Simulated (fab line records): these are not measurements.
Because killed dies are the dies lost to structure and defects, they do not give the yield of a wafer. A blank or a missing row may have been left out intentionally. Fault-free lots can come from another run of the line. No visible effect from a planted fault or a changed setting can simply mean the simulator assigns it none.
What tool caused it? | flow sky130 | Sampling: 24 lots, 72 wafers, 6 of 708 route steps

## WHAT THE GAUGES READ, wafer by wafer
SKY_VIA1_OVL_MEAS_13. Usual: for VIA1_OVL the level is -2 nm and the standard deviation is 4.8.
lot  | measured     | on         | VIA1_OVL (nm) | flag
L074 | day 33 22:54 | overlay-02 | -3 -7 -7      |
L075 | day 34 02:33 | overlay-01 | -6 -4 -7      |
L076 | day 34 19:09 | overlay-01 | -10 -2 -6     |
L078 | day 35 09:22 | overlay-02 | -3 0 -1       |
L077 | day 35 07:19 | overlay-01 | 2 9 -4        |
L079 | day 35 21:41 | overlay-02 | 1 0 -4        |
L080 | day 36 05:37 | overlay-01 | -2 -1 -10     |
L081 | day 36 20:16 | overlay-01 | 5 1 3         |
L082 | day 36 22:55 | overlay-01 | -6 -10 -1     |
L083 | day 37 02:46 | overlay-02 | -4 -1 -2      |
L084 | day 37 11:25 | overlay-02 | -10 -7 -13    |
L085 | day 37 21:04 | overlay-01 | -1 8 -2       |
L087 | day 38 11:32 | overlay-02 | 1 5 -7        |
L086 | day 38 11:26 | overlay-01 | 2 3 5         |
L088 | day 39 01:39 | overlay-02 | -8 -5 -4      |
L090 | day 39 05:45 | overlay-02 | -10 -4 -7     |
L089 | day 39 06:56 | overlay-01 | 0 -6 -2       |
L091 | day 39 10:19 | overlay-02 | 2 -2 2        |
L092 | day 39 21:00 | overlay-01 | -6 3 0        |
L093 | day 40 01:07 | overlay-02 | 3 1 6         |
L095 | day 40 10:36 | overlay-02 | 2 -8 -3       |
L094 | day 40 18:06 | overlay-02 | 4 -3 8        |
L096 | day 41 03:25 | overlay-01 | -6 -2 -13     |
L097 | day 41 03:14 | overlay-02 | -7 -1 -2      |

SKY_VIA2_OVL_MEAS_13. Usual: for VIA2_OVL the level is -3 nm and the standard deviation is 5.8.
lot  | measured     | on         | VIA2_OVL (nm) | flag
L074 | day 36 06:52 | overlay-02 | 3 -3 -4       |
L075 | day 36 10:57 | overlay-02 | -16 -11 -3    |
L076 | day 37 02:18 | overlay-02 | -2 -5 -5      |
L078 | day 37 16:24 | overlay-01 | -9 -4 -10     |
L077 | day 37 14:58 | overlay-02 | -2 4 -8       |
L079 | day 38 04:26 | overlay-01 | -6 -10 0      |
L080 | day 38 12:35 | overlay-01 | 11 -3 1       |
L081 | day 39 02:10 | overlay-01 | -4 7 -9       |
L082 | day 39 05:03 | overlay-01 | -4 -16 -12    |
L083 | day 39 09:19 | overlay-02 | -7 2 -16      |
L084 | day 39 17:05 | overlay-02 | -4 1 -2       |
L085 | day 40 02:07 | overlay-02 | -11 -13 -5    |
L087 | day 40 14:46 | overlay-01 | -6 -2 -6      |
L086 | day 40 14:33 | overlay-02 | -1 7 4        |
L088 | day 41 06:25 | overlay-02 | -4 -7 -7      |
L090 | day 41 10:01 | overlay-01 | 3 -7 2        |
L089 | day 41 11:13 | overlay-01 | 0 -6 1        |
L091 | day 41 13:02 | overlay-01 | -3 8 -4       |
L092 | day 42 01:54 | overlay-02 | -8 -1 -7      |
L093 | day 42 03:39 | overlay-02 | -11 -10 -18   |
L095 | day 42 16:33 | overlay-02 | 1 -1 1        |
L094 | day 42 21:03 | overlay-02 | -5 2 7        |
L096 | day 43 04:41 | overlay-01 | -3 -4 5       |
L097 | day 43 04:02 | overlay-02 | -9 1 -3       |

SKY_VIA4_OVL_MEAS_11. Usual: for VIA4_OVL the level is -0.9 nm and the standard deviation is 1.3.
lot  | measured     | on         | VIA4_OVL (nm)  | flag
L074 | day 42 18:47 | overlay-01 | -2.0 -1.8 -0.1 |
L075 | day 42 21:18 | overlay-02 | -1.9 -1.7 -1.3 |
L076 | day 43 12:50 | overlay-01 | -3.1 -3.1 -3.3 |
L078 | day 44 02:09 | overlay-02 | -0.6 -1.1 -1.3 |
L077 | day 43 22:32 | overlay-02 | 0.9 -1.8 -0.4  |
L079 | day 44 10:54 | overlay-01 | 0.8 -1.4 -0.8  |
L080 | day 44 17:28 | overlay-01 | -2.1 -1.6 -0.6 |
L081 | day 45 06:51 | overlay-02 | 0.2 -0.5 -1.5  |
L082 | day 45 07:51 | overlay-01 | 0.5 -0.4 1.1   |
L083 | day 45 13:19 | overlay-01 | -2.2 -1.0 -0.2 |
L084 | day 45 18:34 | overlay-02 | -0.5 -0.1 -2.2 |
L085 | day 45 23:14 | overlay-02 | -2.8 -0.5 -0.8 |
L087 | day 46 12:14 | overlay-01 | -2.5 -0.5 -1.7 |
L086 | day 46 11:37 | overlay-02 | -0.5 -0.5 -1.3 |
L088 | day 47 01:39 | overlay-01 | -1.1 -0.1 0.8  |
L090 | day 47 04:38 | overlay-02 | -0.2 -2.2 -1.1 |
L089 | day 47 07:18 | overlay-01 | 1.4 1.4 0.0    |
L091 | day 47 10:40 | overlay-01 | -1.4 0.2 -1.0  |
L092 | day 47 17:31 | overlay-02 | -1.7 -0.3 -2.4 |
L093 | day 47 20:01 | overlay-01 | -0.6 -0.5 0.4  |
L095 | day 48 06:41 | overlay-01 | -1.8 0.6 -1.9  |
L094 | day 48 11:17 | overlay-02 | -3.1 -3.4 -1.5 |
L096 | day 48 17:42 | overlay-02 | 0.5 -1.1 0.0   |
L097 | day 48 15:35 | overlay-02 | 0.5 0.9 -0.5   |

## WHICH TOOL RAN EACH LOT (tool, then ch and the chambers of the sampled wafers, then the start)
lot  | SKY_SONOS_ONO_STRIP_17               | SKY_METAL1_ETCH_18                | SKY_METAL2_SPUTTER_04
L074 | plasma-asher-02 ch 0,1, day 12 14:58 | rie-metal-02 ch 0,1, day 32 19:10 | pvd-sputter-04, day 34 00:20
L075 | plasma-asher-02 ch 0,1, day 12 22:25 | rie-metal-02 ch 0,1, day 32 23:01 | pvd-sputter-04, day 34 03:59
L076 | plasma-asher-03 ch 0,1, day 13 04:34 | rie-metal-04 ch 0,1, day 33 15:01 | pvd-sputter-01, day 34 20:37
L078 | plasma-asher-02 ch 0,1, day 13 23:28 | rie-metal-02 ch 0,1, day 34 06:02 | pvd-sputter-04, day 35 10:49
L077 | plasma-asher-01 ch 0,1, day 13 23:42 | rie-metal-01 ch 0,1, day 34 03:03 | pvd-sputter-01, day 35 08:47
L079 | plasma-asher-02 ch 0,1, day 14 09:28 | rie-metal-02 ch 0,1, day 34 18:17 | pvd-sputter-01, day 35 23:27
L080 | plasma-asher-03 ch 0,1, day 14 23:08 | rie-metal-04 ch 0,1, day 35 01:47 | pvd-sputter-01, day 36 07:23
L081 | plasma-asher-02 ch 0,1, day 15 09:03 | rie-metal-04 ch 0,1, day 35 16:59 | pvd-sputter-01, day 36 21:45
L082 | plasma-asher-01 ch 0,1, day 15 09:08 | rie-metal-02 ch 0,1, day 35 18:46 | pvd-sputter-01, day 37 00:22
L083 | plasma-asher-03 ch 0,1, day 15 14:09 | rie-metal-01 ch 0,1, day 35 23:56 | pvd-sputter-02, day 37 04:11
L084 | plasma-asher-02 ch 0,1, day 15 23:34 | rie-metal-01 ch 0,1, day 36 07:56 | pvd-sputter-02, day 37 12:52
L085 | plasma-asher-02 ch 0,1, day 16 15:52 | rie-metal-04 ch 0,1, day 36 17:46 | pvd-sputter-04, day 37 22:36
L087 | plasma-asher-03 ch 0,1, day 17 06:16 | rie-metal-04 ch 0,1, day 37 08:47 | pvd-sputter-02, day 38 13:04
L086 | plasma-asher-02 ch 0,1, day 17 06:27 | rie-metal-02 ch 0,1, day 37 08:28 | pvd-sputter-01, day 38 12:57
L088 | plasma-asher-03 ch 0,1, day 18 02:13 | rie-metal-04 ch 0,1, day 37 23:02 | pvd-sputter-01, day 39 03:14
L090 | plasma-asher-02 ch 0,1, day 18 10:30 | rie-metal-04 ch 0,1, day 38 03:32 | pvd-sputter-01, day 39 07:53
L089 | plasma-asher-03 ch 0,1, day 18 11:06 | rie-metal-04 ch 0,1, day 38 04:56 | pvd-sputter-02, day 39 08:22
L091 | plasma-asher-03 ch 0,1, day 18 16:28 | rie-metal-01 ch 0,1, day 38 08:00 | pvd-sputter-01, day 39 11:44
L092 | plasma-asher-02 ch 0,1, day 19 05:47 | rie-metal-01 ch 0,1, day 38 19:22 | pvd-sputter-02, day 39 22:28
L093 | plasma-asher-01 ch 0,1, day 19 06:01 | rie-metal-02 ch 0,1, day 38 23:14 | pvd-sputter-02, day 40 02:33
L095 | plasma-asher-03 ch 0,1, day 20 01:04 | rie-metal-04 ch 0,1, day 39 08:07 | pvd-sputter-01, day 40 12:03
L094 | plasma-asher-03 ch 0,1, day 20 04:47 | rie-metal-01 ch 0,1, day 39 16:01 | pvd-sputter-04, day 40 19:33
L096 | plasma-asher-03 ch 0,1, day 20 07:57 | rie-metal-02 ch 0,1, day 40 00:05 | pvd-sputter-04, day 41 05:20
L097 | plasma-asher-02 ch 0,1, day 20 14:23 | rie-metal-01 ch 0,1, day 39 23:04 | pvd-sputter-01, day 41 05:02
- SKY_SONOS_ONO_STRIP_17: strips in O2/N2.
- SKY_METAL1_ETCH_18: etches BARC in N2/H2, stops on SiO2, time 45.9 s, target depth 60 nm.
- SKY_METAL2_SPUTTER_04: material TiN, target thk 70 nm, time 58.3 s.

## AS READ BY THE TOOLS THEMSELVES (means over the sampled wafers that have a number; for cases with no such wafer, the mark the record gives instead)
SKY_SONOS_ONO_STRIP_17. Usual: drypump-motor-current-A 5.6 A, standard deviation 0.46; oes-product-au 0.710 a.u., standard deviation 0.0047; strip-time-to-endpoint-s 14.13 s, standard deviation 0.047.
lot  | tool            | drypump-motor-current-A (A) | oes-product-au (a.u.) | strip-time-to-endpoint-s (s) | flag
L074 | plasma-asher-02 | 5.6                         | 0.707                 | 14.11                        |
L075 | plasma-asher-02 | 5.7                         | 0.709                 | 14.13                        |
L076 | plasma-asher-03 | 5.4                         | 0.714                 | 14.14                        |
L078 | plasma-asher-02 | 6.0                         | 0.713                 | 14.15                        |
L077 | plasma-asher-01 | 5.6                         | 0.711                 | 14.09                        |
L079 | plasma-asher-02 | 6.0                         | 0.712                 | 14.09                        |
L080 | plasma-asher-03 | 5.3                         | 0.705                 | 14.07                        |
L081 | plasma-asher-02 | 6.0                         | 0.704                 | 14.13                        |
L082 | plasma-asher-01 | 5.9                         | 0.706                 | 14.10                        |
L083 | plasma-asher-03 | 5.4                         | 0.709                 | 14.05                        |
L084 | plasma-asher-02 | 5.6                         | 0.711                 | 14.18                        |
L085 | plasma-asher-02 | 5.6                         | 0.710                 | 14.24                        |
L087 | plasma-asher-03 | 5.3                         | 0.712                 | 14.18                        |
L086 | plasma-asher-02 | 6.0                         | 0.714                 | 14.11                        |
L088 | plasma-asher-03 | 5.3                         | 0.713                 | 14.13                        |
L090 | plasma-asher-02 | 5.7                         | 0.711                 | 14.15                        |
L089 | plasma-asher-03 | 5.3                         | 0.710                 | 14.16                        |
L091 | plasma-asher-03 | 5.4                         | 0.709                 | 14.17                        |
L092 | plasma-asher-02 | 5.7                         | 0.708                 | 14.12                        |
L093 | plasma-asher-01 | 5.6                         | 0.712                 | 14.20                        |
L095 | plasma-asher-03 | 5.4                         | 0.710                 | 14.16                        |
L094 | plasma-asher-03 | 5.3                         | 0.715                 | 14.18                        |
L096 | plasma-asher-03 | 5.3                         | 0.714                 | 14.09                        |
L097 | plasma-asher-02 | 5.6                         | 0.711                 | 14.12                        |

SKY_METAL1_ETCH_18. Usual: drypump-motor-current-A 5.8 A, standard deviation 0.42; oes-product-au 0.855 a.u., standard deviation 0.0049; throttle-valve-pct 13.224 %, standard deviation 0.0083.
lot  | tool         | drypump-motor-current-A (A) | oes-product-au (a.u.) | throttle-valve-pct (%) | flag
L074 | rie-metal-02 | 6.0                         | 0.854                 | 13.225                 |
L075 | rie-metal-02 | 6.0                         | 0.849                 | 13.223                 |
L076 | rie-metal-04 | 5.6                         | 0.854                 | 13.220                 |
L078 | rie-metal-02 | 5.8                         | 0.855                 | 13.230                 |
L077 | rie-metal-01 | 5.6                         | 0.855                 | 13.223                 |
L079 | rie-metal-02 | 5.8                         | 0.857                 | 13.225                 |
L080 | rie-metal-04 | 5.6                         | 0.853                 | 13.226                 |
L081 | rie-metal-04 | 5.6                         | 0.858                 | 13.228                 |
L082 | rie-metal-02 | 5.8                         | 0.853                 | 13.225                 |
L083 | rie-metal-01 | 5.9                         | 0.856                 | 13.223                 |
L084 | rie-metal-01 | 5.7                         | 0.856                 | 13.219                 |
L085 | rie-metal-04 | 5.8                         | 0.856                 | 13.226                 |
L087 | rie-metal-04 | 5.6                         | 0.858                 | 13.218                 |
L086 | rie-metal-02 | 5.7                         | 0.855                 | 13.229                 |
L088 | rie-metal-04 | 5.6                         | 0.856                 | 13.226                 |
L090 | rie-metal-04 | 5.8                         | 0.853                 | 13.227                 |
L089 | rie-metal-04 | 5.6                         | 0.855                 | 13.211                 |
L091 | rie-metal-01 | 5.9                         | 0.855                 | 13.221                 |
L092 | rie-metal-01 | 6.0                         | 0.855                 | 13.229                 |
L093 | rie-metal-02 | 6.0                         | 0.864                 | 13.228                 |
L095 | rie-metal-04 | 5.6                         | 0.852                 | 13.223                 |
L094 | rie-metal-01 | 5.9                         | 0.856                 | 13.226                 |
L096 | rie-metal-02 | 6.0                         | 0.859                 | 13.219                 |
L097 | rie-metal-01 | 5.9                         | 0.854                 | 13.222                 |

SKY_METAL2_SPUTTER_04. Usual: 30.2 % for throttle-valve-pct, sd 0.93.
lot  | tool           | throttle-valve-pct (%) | flag
L074 | pvd-sputter-04 | 29.3                   |
L075 | pvd-sputter-04 | 30.3                   |
L076 | pvd-sputter-01 | 29.8                   |
L078 | pvd-sputter-04 | 29.4                   |
L077 | pvd-sputter-01 | 30.4                   |
L079 | pvd-sputter-01 | 29.9                   |
L080 | pvd-sputter-01 | 29.8                   |
L081 | pvd-sputter-01 | 29.7                   |
L082 | pvd-sputter-01 | 30.0                   |
L083 | pvd-sputter-02 | 30.0                   |
L084 | pvd-sputter-02 | 30.0                   |
L085 | pvd-sputter-04 | 29.9                   |
L087 | pvd-sputter-02 | 30.1                   |
L086 | pvd-sputter-01 | 30.7                   |
L088 | pvd-sputter-01 | 30.4                   |
L090 | pvd-sputter-01 | 30.7                   |
L089 | pvd-sputter-02 | 30.3                   |
L091 | pvd-sputter-01 | 30.6                   |
L092 | pvd-sputter-02 | 30.2                   |
L093 | pvd-sputter-02 | 30.4                   |
L095 | pvd-sputter-01 | 30.6                   |
L094 | pvd-sputter-04 | 30.3                   |
L096 | pvd-sputter-04 | 29.9                   |
L097 | pvd-sputter-01 | 29.2                   |

## THE ANSWER, worked out from the rows above alone
Rule: a lot counts as off when the mean over its wafers that have a number is more than 3 standard deviations away from the usual mean. A lot without any number at a reading at which 4 lots or more have one is off too. Any other lot the step has rows for is counted as sound. First the gauges in route order, then the tools' own readings, where a lot's mean is used as printed above. At the first step where some lot is off, the reading lying furthest off is the one used; lots without a number count as furthest.
None of the lots is off at any reading shown; this tells nothing.

## WHAT HAD BEEN PUT IN BY THE SIMULATOR
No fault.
